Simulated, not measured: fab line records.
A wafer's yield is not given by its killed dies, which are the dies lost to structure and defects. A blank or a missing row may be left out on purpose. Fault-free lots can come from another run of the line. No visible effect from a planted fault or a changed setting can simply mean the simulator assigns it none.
fab line records	flow sky130
[record] lots = 14	wafers = 42	lastDay = 50
route steps=708 shown VT_ADJUST_LVTN@111 VT_ADJUST_HVTR@138 VT_ADJUST_PCH@150 SONOS_ONO@169 PAD_OPEN@708
lots that met no fault: taken from a fault-free run of the same line
startH: the number of hours between the record's first day and the start of the first shown wafer of the lot	waitH: hours since the lot's step before	" as in the row above	L1.1+2: one row covering several wafers at once	- either no value or no given start	* or withheld: withheld	< > ~ a bound
route shown NAME@n: a module of which the file shows steps, and the number in the route of the first	usual: the fault-free wafers' mean and standard deviation	same: alike in all rows	chamber/n: place in a boat	sites: readings site by site	_std_site: the standard deviation of these	_edge_site: mean of outer sites minus mean of inner sites	radiusMm: for every site, how far away it sits from the centre of the wafer	mask NAME#n: copy n	behind: tool/chamber where the wafer was last shaped	hold: why the lot was held/for how many hours/how that ended	device: the transistor (n, p or np) that didn't switch	end of line: the same wafers' tests at the end of the route	a step given without rows: its recipe and nothing more	killed: count of dies lost to structure and defects at first sort (not the wafer's yield)	map: dies across one wafer; x = killed, . = not, _ = none there
set.NAME: the run value of the setting; set.NAME@STEP: its run value at that earlier step	model.NAME: the simulator's own value behind a step, which no gauge read
route steps across a sampled set of lots; one table per step, one row per wafer
[[steps]]
[step SKY_VT_ADJUST_LVTN_SOFTBAKE_14]
[recipe] tempC = 90	timeS = 60	resist = NOVOLAK
[usual] runLengthS = 89.20/0.29
lot.wafer	tool	chamber	startH	waitH	runLengthS
L265.2	lithoTrack-03	0	156.09	0.1	89.00
L265.3	"	0	"	"	88.90
L265.5	"	0	"	"	89.27
L266.1	lithoTrack-04	0	164.61	0.1	88.80
L266.3	"	0	"	"	89.02
L266.4	"	0	"	"	88.91
L267.2	lithoTrack-04	0	167.78	0.1	88.77
L267.3	"	0	"	"	88.87
L267.4	"	0	"	"	88.82
L268.1	lithoTrack-04	0	180.36	0.1	112.32
L268.2	"	0	"	"	112.42
L268.6	"	0	"	"	112.46
L274.1	lithoTrack-04	0	216.31	0.1	112.35
L274.2	"	0	"	"	112.26
L274.3	"	0	"	"	112.31
L278.2	lithoTrack-02	0	242.19	0.1	89.45
L278.4	"	0	"	"	89.60
L278.6	"	0	"	"	89.60
L279.1	lithoTrack-02	0	250.27	0.1	89.72
L279.2	"	0	"	"	89.66
L279.6	"	0	"	"	89.72
L280.2	lithoTrack-02	0	256.09	0.1	89.45
L280.3	"	0	"	"	89.62
L280.6	"	0	"	"	89.65
L282.1	lithoTrack-03	0	271.12	0.1	88.99
L282.2	"	0	"	"	88.93
L282.6	"	0	"	"	89.24
L283.1	lithoTrack-04	0	274.61	0.1	88.81
L283.2	"	0	"	"	89.02
L283.6	"	0	"	"	88.83
L284.1	lithoTrack-02	0	281.56	0.1	89.37
L284.2	"	0	"	"	89.39
L284.4	"	0	"	"	89.40
L285.1	lithoTrack-02	0	293.61	0.1	89.36
L285.2	"	0	"	"	89.41
L285.5	"	0	"	"	89.47
L287.2	lithoTrack-02	0	303.14	0.1	89.35
L287.4	"	0	"	"	89.60
L287.5	"	0	"	"	89.53
L286.3	lithoTrack-03	0	304.82	0.1	89.15
L286.5	"	0	"	"	89.02
L286.6	"	0	"	"	89.11
[step SKY_VT_ADJUST_HVTR_CD_MEAS_07]
[recipe] targetCdNm = 380
[usual] cdNm = 380.6/2.4
lot.wafer	tool	chamber	startH	waitH	cdNm
L265.2	cdSem-02	-	209.00	0.1	379.9
L265.3	"	-	"	"	379.8
L265.5	"	-	"	"	381.3
L266.1	cdSem-01	-	217.48	0.1	381.0
L266.3	"	-	"	"	379.7
L266.4	"	-	"	"	383.0
L267.2	cdSem-01	-	220.90	0.1	380.0
L267.3	"	-	"	"	381.2
L267.4	"	-	"	"	381.1
L268.1	cdSem-01	-	234.23	0.1	380.3
L268.2	"	-	"	"	378.6
L268.6	"	-	"	"	378.1
L274.1	cdSem-02	-	274.32	0.1	386.8
L274.2	"	-	"	"	383.0
L274.3	"	-	"	"	383.5
L278.2	cdSem-02	-	301.28	0.1	379.6
L278.4	"	-	"	"	379.6
L278.6	"	-	"	"	379.0
L279.1	cdSem-02	-	309.86	0.1	380.6
L279.2	"	-	"	"	383.8
L279.6	"	-	"	"	382.3
L280.2	cdSem-02	-	316.65	0.1	379.9
L280.3	"	-	"	"	377.3
L280.6	"	-	"	"	378.1
L282.1	cdSem-02	-	333.48	0.1	377.9
L282.2	"	-	"	"	375.4
L282.6	"	-	"	"	376.4
L283.1	cdSem-02	-	336.58	0.1	380.7
L283.2	"	-	"	"	380.3
L283.6	"	-	"	"	378.8
L284.1	cdSem-02	-	344.46	0.1	382.0
L284.2	"	-	"	"	383.9
L284.4	"	-	"	"	382.4
L285.1	cdSem-02	-	358.86	0.1	377.6
L285.2	"	-	"	"	376.3
L285.5	"	-	"	"	376.5
L287.2	cdSem-01	-	369.04	0.1	381.7
L287.4	"	-	"	"	380.6
L287.5	"	-	"	"	381.0
L286.3	cdSem-02	-	371.57	0.1	377.5
L286.5	"	-	"	"	378.2
L286.6	"	-	"	"	376.0
[step SKY_VT_ADJUST_PCH_OVL_MEAS_07]
[usual] VT_ADJUST_PCH_OVL = -0.9/1.2
lot.wafer	tool	chamber	startH	waitH	VT_ADJUST_PCH_OVL[nm]
L265.2	overlay-01	-	231.83	-	-0.5
L265.3	"	-	"	"	-1.2
L265.5	"	-	"	"	-1.0
L266.1	overlay-02	-	240.82	-	0.8
L266.3	"	-	"	"	0.4
L266.4	"	-	"	"	0.8
L267.2	overlay-01	-	243.52	-	-2.6
L267.3	"	-	"	"	-3.2
L267.4	"	-	"	"	-3.3
L268.1	overlay-01	-	258.21	-	-1.6
L268.2	"	-	"	"	-0.7
L268.6	"	-	"	"	-0.3
L274.1	overlay-01	-	298.06	-	-1.8
L274.2	"	-	"	"	-1.2
L274.3	"	-	"	"	-1.9
L278.2	overlay-02	-	327.42	-	-1.0
L278.4	"	-	"	"	-0.6
L278.6	"	-	"	"	1.3
L279.1	overlay-02	-	335.87	-	-1.2
L279.2	"	-	"	"	0.8
L279.6	"	-	"	"	0.3
L280.2	overlay-01	-	343.27	-	-2.9
L280.3	"	-	"	"	-3.2
L280.6	"	-	"	"	-2.1
L282.1	overlay-02	-	359.03	-	0.2
L282.2	"	-	"	"	-0.4
L282.6	"	-	"	"	0.4
L283.1	overlay-01	-	361.43	-	-1.6
L283.2	"	-	"	"	-2.1
L283.6	"	-	"	"	-0.4
L284.1	overlay-01	-	372.37	-	-0.5
L284.2	"	-	"	"	0.6
L284.4	"	-	"	"	-1.0
L285.1	overlay-01	-	388.52	-	0.8
L285.2	"	-	"	"	-0.1
L285.5	"	-	"	"	-0.3
L287.2	overlay-01	-	397.92	-	-1.8
L287.4	"	-	"	"	-1.8
L287.5	"	-	"	"	-1.8
L286.3	overlay-01	-	399.73	-	-0.9
L286.5	"	-	"	"	-1.4
L286.6	"	-	"	"	0.9
[step SKY_SONOS_ONO_THK_MEAS_01]
[recipe] reads = SiO2_of_SONOS_ONO_OXIDATION_00
[usual] SONOS_ONO_OXIDATION_THK = 2.60/0.047
lot.wafer	tool	chamber	startH	waitH	SONOS_ONO_OXIDATION_THK[nm]
L265.2	filmMetro-01	-	262.71	0.0	2.65
L265.3	"	-	"	"	2.64
L265.5	"	-	"	"	2.59
L266.1	filmMetro-04	-	271.94	0.0	2.61
L266.3	"	-	"	"	2.61
L266.4	"	-	"	"	2.68
L267.2	filmMetro-03	-	271.95	0.0	2.63
L267.3	"	-	"	"	2.56
L267.4	"	-	"	"	2.56
L268.1	filmMetro-04	-	288.65	0.0	2.58
L268.2	"	-	"	"	2.57
L268.6	"	-	"	"	2.60
L274.1	filmMetro-03	-	325.60	0.0	2.61
L274.2	"	-	"	"	2.69
L274.3	"	-	"	"	2.55
L278.2	filmMetro-04	-	355.80	0.0	2.59
L278.4	"	-	"	"	2.67
L278.6	"	-	"	"	2.66
L279.1	filmMetro-04	-	365.94	0.0	2.55
L279.2	"	-	"	"	2.56
L279.6	"	-	"	"	2.58
L280.2	filmMetro-04	-	373.17	0.0	2.59
L280.3	"	-	"	"	2.60
L280.6	"	-	"	"	2.62
L282.1	filmMetro-01	-	393.47	0.0	2.61
L282.2	"	-	"	"	2.59
L282.6	"	-	"	"	2.62
L283.1	filmMetro-03	-	393.47	0.0	2.64
L283.2	"	-	"	"	2.70
L283.6	"	-	"	"	2.67
L284.1	filmMetro-01	-	407.46	0.0	2.58
L284.2	"	-	"	"	2.57
L284.4	"	-	"	"	2.54
L285.1	filmMetro-03	-	426.74	0.0	2.61
L285.2	"	-	"	"	2.61
L285.5	"	-	"	"	2.63
L287.2	filmMetro-04	-	436.44	0.0	2.60
L287.4	"	-	"	"	2.62
L287.5	"	-	"	"	2.61
L286.3	filmMetro-01	-	436.45	0.0	2.65
L286.5	"	-	"	"	2.65
L286.6	"	-	"	"	2.67
[step SKY_PAD_OPEN_PROBE_99]
[usual] killed_at_M0_to_M3 = 44/7.3	killed_at_M4_up = 3.0/1.9	killedAtContacts = 24/5	killedAtFrontEnd = 16/4.5	killedAtOther = 0.3/0.46	killedDies = 87/10	killedOpen = 47/8.3	killedShort = 39/6.4
[same] grossDies = 492	killedAtBackSide = 0
lot.wafer	tool	chamber	startH	waitH	killed_at_M0_to_M3	killed_at_M4_up	killedAtContacts	killedAtFrontEnd	killedAtOther	killedDies	killedOpen	killedShort
L266.1	prober-01	-	1088.75	0.1	47	4	26	23	1	101	47	54
L266.3	prober-01	-	1088.85	0.2	59	6	27	15	0	107	49	58
L266.4	prober-01	-	1088.90	0.2	43	2	21	19	1	86	44	42
L267.2	prober-02	-	1090.18	0.1	52	3	21	21	0	97	52	45
L267.3	prober-02	-	1090.23	0.2	39	0	37	18	1	95	46	49
L267.4	prober-02	-	1090.28	0.2	21	3	27	18	0	69	40	29
L268.1	prober-01	-	1102.73	0.1	57	1	31	14	0	103	64	39
L268.2	prober-01	-	1102.78	0.1	43	1	22	14	0	80	44	36
L268.6	prober-01	-	1102.98	0.2	55	1	24	10	1	91	54	37
L274.1	prober-01	-	1127.10	0.1	52	6	18	13	0	89	49	40
L274.2	prober-01	-	1127.15	0.1	40	4	29	9	0	82	45	37
L274.3	prober-01	-	1127.20	0.2	43	6	26	17	1	93	56	37
L278.2	prober-02	-	1149.23	0.1	55	5	21	14	1	96	48	48
L278.4	prober-02	-	1149.33	0.2	35	5	26	16	0	82	42	40
L278.6	prober-02	-	1149.43	0.2	47	4	18	16	0	85	37	48
L280.2	prober-01	-	1166.28	0.1	47	2	20	15	1	85	54	31
L280.3	prober-01	-	1166.33	0.2	50	3	26	11	1	91	54	37
L280.6	prober-01	-	1166.48	0.2	54	1	28	12	0	95	56	39
L284.1	prober-01	-	1179.13	0.1	38	6	16	19	0	79	36	43
L284.2	prober-01	-	1179.18	0.1	33	2	22	16	0	73	34	39
L284.4	prober-01	-	1179.28	0.2	35	2	34	13	0	84	52	32
// killed by level:class
L266.1 VIA1:geometricParticle:short=11 CONTACT:geometricParticle:open=11 FIELD_ISO:geometricParticle:short=8 VIA1:geometricParticle:open=8 VIA2:geometricParticle:short=5 VIA2:geometricParticle:open=5 CONTACT:geometricParticle:short=5 METAL2:geometricParticle:short=5
L266.3 VIA1:geometricParticle:open=12 VIA1:geometricParticle:short=9 CONTACT:geometricParticle:open=8 VIA3:geometricParticle:open=8 METAL1:geometricParticle:short=7 POLY_GATE:geometricParticle:short=6 LI_CONTACT:geometricParticle:short=6 LI_CONTACT:geometricParticle:open=6
L266.4 VIA1:geometricParticle:open=8 LI_CONTACT:geometricParticle:open=6 CONTACT:geometricParticle:open=6 METAL2:geometricParticle:short=6 FIELD_ISO:geometricParticle:short=5 VIA2:geometricParticle:open=5 VIA3:geometricParticle:open=5 POLY_GATE:geometricParticle:open=4
L267.2 VIA1:geometricParticle:open=11 VIA3:geometricParticle:open=9 VIA1:geometricParticle:short=8 CONTACT:geometricParticle:open=7 POLY_GATE:geometricParticle:short=6 POLY_GATE:geometricParticle:open=6 LI_CONTACT:geometricParticle:open=6 METAL2:geometricParticle:short=6
L267.3 CONTACT:geometricParticle:open=15 FIELD_ISO:geometricParticle:short=9 METAL2:geometricParticle:short=9 LI_CONTACT:geometricParticle:open=8 VIA1:geometricParticle:open=8 VIA3:geometricParticle:open=6 CONTACT:geometricParticle:short=5 VIA1:geometricParticle:short=5
L267.4 CONTACT:geometricParticle:open=13 FIELD_ISO:geometricParticle:open=6 LI_CONTACT:geometricParticle:open=6 FIELD_ISO:geometricParticle:short=4 VIA3:geometricParticle:short=4 LOCAL_INTERCONNECT:geometricParticle:short=3 CONTACT:geometricParticle:short=3 VIA1:geometricParticle:short=3
L268.1 CONTACT:geometricParticle:open=11 VIA1:geometricParticle:open=11 VIA3:geometricParticle:open=11 VIA2:geometricParticle:open=9 METAL1:geometricParticle:short=8 LI_CONTACT:geometricParticle:open=8 CONTACT:geometricParticle:short=7 METAL2:geometricParticle:short=5
L268.2 VIA1:geometricParticle:open=11 CONTACT:geometricParticle:open=10 VIA1:geometricParticle:short=6 VIA2:geometricParticle:open=6 LI_CONTACT:geometricParticle:open=5 VIA3:geometricParticle:open=5 METAL3:geometricParticle:short=4 FIELD_ISO:geometricParticle:short=3
L268.6 VIA1:geometricParticle:open=12 VIA3:geometricParticle:open=10 CONTACT:geometricParticle:open=10 LI_CONTACT:geometricParticle:open=6 VIA2:geometricParticle:open=6 METAL1:geometricParticle:short=6 VIA1:geometricParticle:short=6 POLY_GATE:geometricParticle:short=4
L274.1 VIA1:geometricParticle:open=10 VIA2:geometricParticle:open=10 CONTACT:geometricParticle:open=8 METAL1:geometricParticle:short=8 METAL2:geometricParticle:short=7 LI_CONTACT:geometricParticle:open=6 VIA1:geometricParticle:short=5 METAL4:geometricParticle:short=4
L274.2 CONTACT:geometricParticle:open=13 VIA1:geometricParticle:open=9 CONTACT:geometricParticle:short=7 METAL2:geometricParticle:short=6 VIA3:geometricParticle:open=6 VIA2:geometricParticle:open=6 METAL3:geometricParticle:short=5 METAL4:geometricParticle:short=4
L274.3 VIA1:geometricParticle:open=11 LI_CONTACT:geometricParticle:open=9 CONTACT:geometricParticle:open=9 VIA3:geometricParticle:open=8 VIA3:geometricParticle:short=7 FIELD_ISO:geometricParticle:open=6 VIA2:geometricParticle:short=5 POLY_GATE:geometricParticle:open=4
L278.2 VIA1:geometricParticle:open=10 CONTACT:geometricParticle:open=9 VIA2:geometricParticle:open=8 VIA3:geometricParticle:open=8 VIA1:geometricParticle:short=7 METAL1:geometricParticle:short=6 VIA2:geometricParticle:short=6 CONTACT:geometricParticle:short=5
L278.4 LI_CONTACT:geometricParticle:open=9 CONTACT:geometricParticle:open=8 METAL1:geometricParticle:short=8 VIA1:geometricParticle:open=7 VIA1:geometricParticle:short=5 VIA2:geometricParticle:open=5 FIELD_ISO:geometricParticle:open=4 LOCAL_INTERCONNECT:geometricParticle:short=4
L278.6 VIA1:geometricParticle:short=9 METAL1:geometricParticle:short=7 VIA1:geometricParticle:open=7 CONTACT:geometricParticle:open=6 POLY_GATE:geometricParticle:short=5 VIA3:geometricParticle:open=5 VIA2:geometricParticle:short=4 LI_CONTACT:geometricParticle:open=4
L280.2 CONTACT:geometricParticle:open=12 VIA3:geometricParticle:open=12 VIA1:geometricParticle:open=9 VIA1:geometricParticle:short=7 METAL2:geometricParticle:short=6 LI_CONTACT:geometricParticle:open=5 POLY_GATE:geometricParticle:open=4 FIELD_ISO:geometricParticle:short=3
L280.3 VIA1:geometricParticle:open=10 VIA2:geometricParticle:open=10 CONTACT:geometricParticle:short=7 CONTACT:geometricParticle:open=7 METAL1:geometricParticle:short=7 VIA3:geometricParticle:open=7 LI_CONTACT:geometricParticle:open=6 VIA1:geometricParticle:short=5
L280.6 CONTACT:geometricParticle:open=12 VIA1:geometricParticle:open=12 VIA3:geometricParticle:open=9 VIA2:geometricParticle:open=7 METAL1:geometricParticle:short=6 VIA1:geometricParticle:short=6 LI_CONTACT:geometricParticle:open=5 VIA3:geometricParticle:short=4
L284.1 POLY_GATE:geometricParticle:short=8 VIA1:geometricParticle:open=6 VIA3:geometricParticle:open=6 POLY_GATE:geometricParticle:open=5 CONTACT:geometricParticle:open=5 VIA1:geometricParticle:short=5 VIA2:geometricParticle:open=5 METAL1:geometricParticle:short=4
L284.2 CONTACT:geometricParticle:open=9 VIA1:geometricParticle:open=6 VIA3:geometricParticle:open=5 POLY_GATE:geometricParticle:short=4 LOCAL_INTERCONNECT:geometricParticle:short=4 METAL1:geometricParticle:short=4 METAL2:geometricParticle:short=4 FIELD_ISO:geometricParticle:short=3
L284.4 CONTACT:geometricParticle:open=12 LI_CONTACT:geometricParticle:open=10 FIELD_ISO:geometricParticle:open=6 VIA3:geometricParticle:open=6 CONTACT:geometricParticle:short=5 VIA1:geometricParticle:short=5 VIA2:geometricParticle:open=5 METAL2:geometricParticle:short=4
[[key]]
[firstSign] step = SKY_VT_ADJUST_LVTN_SOFTBAKE_14	reading = runLengthS	direction = up	sigmas = 80	usual = *	struck = *
effect none on later readings
metAt SKY_VT_ADJUST_LVTN_SOFTBAKE_14
struckLots L268,L274
testerLeftOut L268,L274
notActingAt SKY_VT_ADJUST_HVTR_CD_MEAS_07,SKY_VT_ADJUST_PCH_OVL_MEAS_07,SKY_SONOS_ONO_THK_MEAS_01
onsetBetween 167.78 180.36
[fault] kind = processParameterDrift	tool = lithoTrack-04	chamber = -	onsetH = 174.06	steps = SKY_VT_ADJUST_LVTN_SOFTBAKE_14	channel = timeS	offset = *	shape = step	endH = 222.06	actsIn = *	stated = *
// testerLeftOut: of these lots the tester's yield and bins aren't shown, on N5 and GAA mostly nor the transistor test; their killed dies are dies lost to structure and defects alone, not to doping, threshold or leakage, so they don't give the yield
